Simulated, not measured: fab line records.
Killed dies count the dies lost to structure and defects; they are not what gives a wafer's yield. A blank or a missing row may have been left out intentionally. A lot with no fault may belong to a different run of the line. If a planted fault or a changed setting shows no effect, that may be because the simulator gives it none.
Struck lot and sound lot, side by side	flow sky130	16 steps out of a route of 708
Sound: wafers L654.3, L654.4, L654.6. Struck: wafers L656.1, L656.5 (left out: L656.4, a lot-mate that was not struck); the cause follows at the end.
Each step with rows lists, per side, the tool, then ch with its chambers, then its first start. Under that, the readings that differ: sound wafers	struck wafers	difference of the means	sigmas: that difference in standard deviations of wafers without a fault.
alike: same words and numbers on both sides, and readings whose means sit less than 2 such deviations apart. not compared: any withheld reading, any reading some wafer has no value for, any bound like >300 that may hide the same value, and any number with overlapping values for which the record gives no deviation.
Wherever a step has rows on one side only, a row that says differs or no value, or a row with sigmas, the two part there. Numbers that don't overlap but have no deviation are shown without sigmas and don't part them. A reading missing from all wafers of one side parts the sides only when that side holds two or more wafers.

first, 2 steps without rows for these wafers: SKY_METAL3_PEB_11; SKY_METAL3_DEVELOP_12 (develop time 60 s).
SKY_METAL3_CD_MEAS_13 targets a cd of 300 nm.
  sound on cdSem-01, day 43 05:38; struck on cdSem-01, day 43 21:30
  alike: cdNm
SKY_METAL3_OVL_MEAS_14:
  sound on overlay-02, day 43 05:44; struck on overlay-01, day 43 21:37
reading	sound	struck	difference	sigmas
METAL3_OVL (nm)	-8 -2 -13	0 14	+15	+3
then, 1 step without rows for these wafers: SKY_METAL3_DESCUM_15 (chemistry O2, time 8 s).
SKY_METAL3_ETCH_16: etches BARC in N2/H2, stops on SiO2, time 88.2 s, target depth 60 nm.
  sound on rieMetal-04 ch 0,1, day 43 05:49; struck on rieMetal-01 ch 0, day 43 21:41
  alike: drypumpMotorCurrentA, oesProductAu, throttleValvePct
  not compared: rfHoursCounterH
SKY_METAL3_ETCH_17: etches SiO2 in C4F8/O2/Ar, stops on TiN, time 3.9 s, target depth 15 nm.
  sound on rieDiel-04 ch 0,2,3, day 43 05:53; struck on rieDiel-03 ch 0, day 43 21:47
  alike: oesProductAu
SKY_METAL3_METAL_ETCH_18: etches the open film in Cl2/BCl3, stops on SiO2, target depth 845 nm, time 183.1 s.
  sound on rieMetal-03 ch 0,1, day 43 05:58; struck on rieMetal-03 ch 0, day 43 21:49
  alike: drypumpMotorCurrentA, oesProductAu, throttleValvePct
  not compared: rfHoursCounterH
SKY_METAL3_STRIP_19: strips in O2/N2.
  sound on plasmaAsher-04 ch 0,1, day 43 06:07; struck on plasmaAsher-03 ch 0,1, day 43 21:59
reading	sound	struck	difference	sigmas
drypumpMotorCurrentA (A)	5.6 6.3 6.2	5.3 5.2	-0.8	-2
oesProductAu (a.u.)	0.501 0.491 0.494	0.511 0.508	+0.014	+3
  alike: o2FlowSccm, stripTimeToEndpointS
  not compared: rfHoursCounterH
then, 3 steps without rows for these wafers: SKY_METAL3_STRIP_20 (strips in post etch residue remover, time 1200 s); SKY_METAL3_CLEAN_21 (cleans in IPA, time 180 s); SKY_METAL3_CLEAN_22 (cleans in O3/DIW).
SKY_VIA3_HDPCVD_00: deposits SiO2, target thk 1635 nm, time 272.5 s.
  sound on hdpcvd-01 ch 0,1, day 43 06:48; struck on hdpcvd-01 ch 0, day 43 22:40
reading	sound	struck	difference	sigmas
sih4FlowSccm (sccm)	60.35 60.12 59.94	47.90 47.75	-12.31	-65
model.SiO2_of_VIA3_HDPCVD_00.thkNm (nm)	1651 1649 1666	1332 1337	-321	
  alike: susceptorTempC
SKY_VIA3_THK_MEAS_01:
  sound on filmMetro-01, day 43 06:59; struck on filmMetro-04, day 43 22:50
reading	sound	struck	difference	sigmas
VIA3_HDPCVD_THK (nm)	1649 1649 1665	1331 1336	-321	-19
SKY_VIA3_CMP_02: polishes SiO2.
  sound on cmp-01 ch 0,1, day 43 07:01; struck on cmp-01 ch 2, day 43 22:53
  alike: headPressurePsi, motorCurrentA
-- the record jumps here: 6 days lie between the struck wafers' starts before and after (it left off in module VIA3 and takes up again in module PAD_OPEN, whose first step shown is number 708 of the route) --
SKY_PAD_OPEN_PROBE_99:
  rows exist in the record for the struck wafers here (prober-01, day 50 07:56), but not for the sound ones

== WHERE THEY PART ==
Earliest at SKY_METAL3_OVL_MEAS_14; latest, in this record, at SKY_PAD_OPEN_PROBE_99.

WHY: the cause the simulator had injected
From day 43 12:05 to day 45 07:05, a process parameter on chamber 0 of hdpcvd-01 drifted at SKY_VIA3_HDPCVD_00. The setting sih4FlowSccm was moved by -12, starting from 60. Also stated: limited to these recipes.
